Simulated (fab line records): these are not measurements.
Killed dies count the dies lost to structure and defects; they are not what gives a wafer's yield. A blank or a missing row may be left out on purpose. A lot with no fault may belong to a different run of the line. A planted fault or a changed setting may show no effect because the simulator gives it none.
Which tool did it? | flow gf180mcu | 13 lots with 39 wafers sampled at 4 steps, on a route of 602 steps

== WHAT THE GAUGES SHOWED, per wafer ==
GF_NWELL_OVL_MEAS_07.
lot  | measured    | on         | NWELL_OVL (nm)
L623 | day 3 17:49 | overlay-01 | -3.3 1.0 -0.9
L624 | day 4 00:27 | overlay-02 | -4.0 -1.7 -2.1
L626 | day 4 10:01 | overlay-02 | -3.1 -0.3 -1.9
L627 | day 4 16:57 | overlay-01 | -1.6 0.7 -0.6
L628 | day 5 02:06 | overlay-01 | 0.0 0.0 0.2
L629 | day 5 05:49 | overlay-02 | -0.6 -1.2 0.5
L631 | day 5 14:33 | overlay-02 | -0.2 -3.2 -0.5
L632 | day 5 18:07 | overlay-01 | 0.1 0.2 1.6
L633 | day 6 02:45 | overlay-02 | 1.6 0.1 -0.1
L639 | day 7 12:33 | overlay-02 | 0.3 0.0 0.0
L641 | day 7 20:46 | overlay-02 | -0.9 0.6 0.5
L642 | day 8 03:25 | overlay-01 | 0.9 2.9 1.3
L643 | day 8 08:19 | overlay-02 | -0.9 0.1 -0.3

GF_VT_IMPLANT_RS_MEAS_48: measures by four-point-probe.
lot  | measured     | on            | LVPWELL_RS (ohm/sq)
L623 | day 8 05:10  | film_metro-02 | 1198.0 1196.5 1195.9
L624 | day 8 12:34  | film_metro-01 | 1201.1 1195.9 1198.5
L626 | day 9 00:31  | film_metro-02 | 1194.6 1187.4 1192.7
L627 | day 9 08:44  | film_metro-01 | 1199.5 1196.7 1199.2
L628 | day 9 18:57  | film_metro-01 | 1193.7 1193.3 1191.7
L629 | day 10 00:25 | film_metro-04 | 1196.9 1193.0 1194.8
L631 | day 10 11:51 | film_metro-04 | 1194.1 1193.6 1194.3
L632 | day 10 15:47 | film_metro-02 | 1164.6 1165.4 1170.0
L633 | day 11 01:38 | film_metro-02 | 1170.7 1164.5 1165.5
L639 | day 12 21:08 | film_metro-01 | 1195.3 1191.6 1194.6
L641 | day 13 07:13 | film_metro-02 | 1196.9 1194.7 1193.1
L642 | day 13 13:51 | film_metro-02 | 1192.1 1194.5 1194.0
L643 | day 13 20:35 | film_metro-02 | 1196.0 1193.8 1195.4

GF_HV_LDD_OVL_MEAS_32.
lot  | measured     | on         | HV_LDD_02_OVL (nm)
L623 | day 12 10:02 | overlay-01 | 1.1 -1.1 1.0
L624 | day 12 19:50 | overlay-02 | 1.2 -1.9 0.2
L626 | day 13 09:02 | overlay-01 | 1.3 0.3 -1.4
L627 | day 13 15:32 | overlay-02 | -0.7 -0.7 -0.5
L628 | day 14 06:47 | overlay-01 | 1.7 3.3 0.3
L629 | day 14 11:11 | overlay-02 | -0.3 -2.5 1.8
L631 | day 15 02:47 | overlay-01 | 1.5 -1.3 0.4
L632 | day 15 09:09 | overlay-02 | 0.9 1.2 -0.6
L633 | day 15 16:04 | overlay-02 | 1.0 -0.7 0.9
L639 | day 17 17:50 | overlay-01 | 0.7 1.1 2.5
L641 | day 18 04:38 | overlay-01 | 0.6 1.9 -1.4
L642 | day 18 10:43 | overlay-02 | 0.9 2.3 0.3
L643 | day 18 19:11 | overlay-01 | 1.4 1.2 1.4

== EACH LOT AND THE TOOL THAT RAN IT (in order: tool; ch and the chambers of the sampled wafers; start) ==
lot  | GF_LVPWELL_IMPLANT_09
L623 | implanter-02 ch 0, day 4 07:32
L624 | implanter-01 ch 0, day 4 15:08
L626 | implanter-01 ch 0, day 5 00:19
L627 | implanter-02 ch 0, day 5 07:48
L628 | implanter-01 ch 0, day 5 15:59
L629 | implanter-01 ch 0, day 5 20:51
L631 | implanter-02 ch 0, day 6 05:45
L632 | implanter-01 ch 0, day 6 09:57
L633 | implanter-01 ch 0, day 6 18:39
L639 | implanter-03 ch 0, day 8 05:15
L641 | implanter-03 ch 0, day 8 13:21
L642 | implanter-03 ch 0, day 8 20:56
L643 | implanter-02 ch 0, day 9 01:42
- GF_LVPWELL_IMPLANT_09

== AS READ BY THE TOOLS THEMSELVES (means over the sampled wafers that have a number; for cases with no such wafer, the mark the record gives instead) ==
GF_LVPWELL_IMPLANT_09.
lot  | tool         | beam_on_s (s) | dose_ions_cm2 | faraday_current_uA | tilt_deg (degrees)
L623 | implanter-02 | 9.99          | 5e+12         | 28.3               | -0.012
L624 | implanter-01 | 9.92          | 5e+12         | 28.4               | 0.000
L626 | implanter-01 | 9.94          | 5e+12         | 28.4               | 0.007
L627 | implanter-02 | 10.07         | 5e+12         | 28.0               | -0.007
L628 | implanter-01 | 10.19         | 5e+12         | 27.8               | -0.010
L629 | implanter-01 | 10.13         | 5e+12         | 27.8               | -0.010
L631 | implanter-02 | 10.01         | 5e+12         | 28.2               | 0.024
L632 | implanter-01 | 9.88          | 6e+12         | 32.4               | 0.003
L633 | implanter-01 | 10.11         | 6e+12         | 31.6               | -0.003
L639 | implanter-03 | 10.08         | 5e+12         | 27.9               | 0.011
L641 | implanter-03 | 10.00         | 5e+12         | 28.2               | -0.024
L642 | implanter-03 | 9.99          | 5e+12         | 28.3               | 0.000
L643 | implanter-02 | 9.90          | 5e+12         | 28.5               | -0.011

== THE ANSWER, worked out from the rows above alone ==
Rule: the usual values come from the lots themselves. The widest of any qualifying gaps counts: lots, ordered by their means at a reading, are off when they make up no more than a third of the lots, leave a main group of 4 or more, and stand apart from it by 3 or more times the standard deviation of that group's means. If all means in a main group match to the digits the tables above print for the reading, that group is not used. A lot without any number at a reading at which 4 lots or more have one is off too. The other lots that the step has rows for count as sound. First the gauges in route order, then the tools' own readings, where a lot's mean is used as printed above. At the first step where some lot is off, the reading lying furthest off is the one used; lots without a number count as furthest.
Off: L632, L633, seen at GF_VT_IMPLANT_RS_MEAS_48 (LVPWELL_RS). For the main group the mean is 1195.0 ohm/sq and the standard deviation 2.1.
A tool fits if, at a process step before that reading, it ran every lot that is off, and no sound lot after the first of them. Not tried: the gauges at GF_VT_IMPLANT_RS_MEAS_48; whatever is off there is also off at GF_LVPWELL_IMPLANT_09, on other tools, and gauge error can't account for it. One fits: implanter-01 at GF_LVPWELL_IMPLANT_09. Its last sound lot is L629 (day 5 20:51), its first lot that is off L632 (day 6 09:57): a fault that began between those two fits.
The tool's own readings at GF_LVPWELL_IMPLANT_09 bear it out: on the lots that are off they differ by more than 5 times the standard deviation of the sound lots' means. dose_ions_cm2 reads 6e+12 there against 5e+12 on the sound lots; faraday_current_uA reads 32.0 there against 28.2 on the sound lots.

== WHAT THE SIMULATOR HAD INSERTED ==
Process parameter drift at GF_LVPWELL_IMPLANT_09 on implanter-01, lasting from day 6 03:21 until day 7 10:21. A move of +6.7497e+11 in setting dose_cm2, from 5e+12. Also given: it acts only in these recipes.
Struck lots among those shown: L632, L633. The rule above found the same.
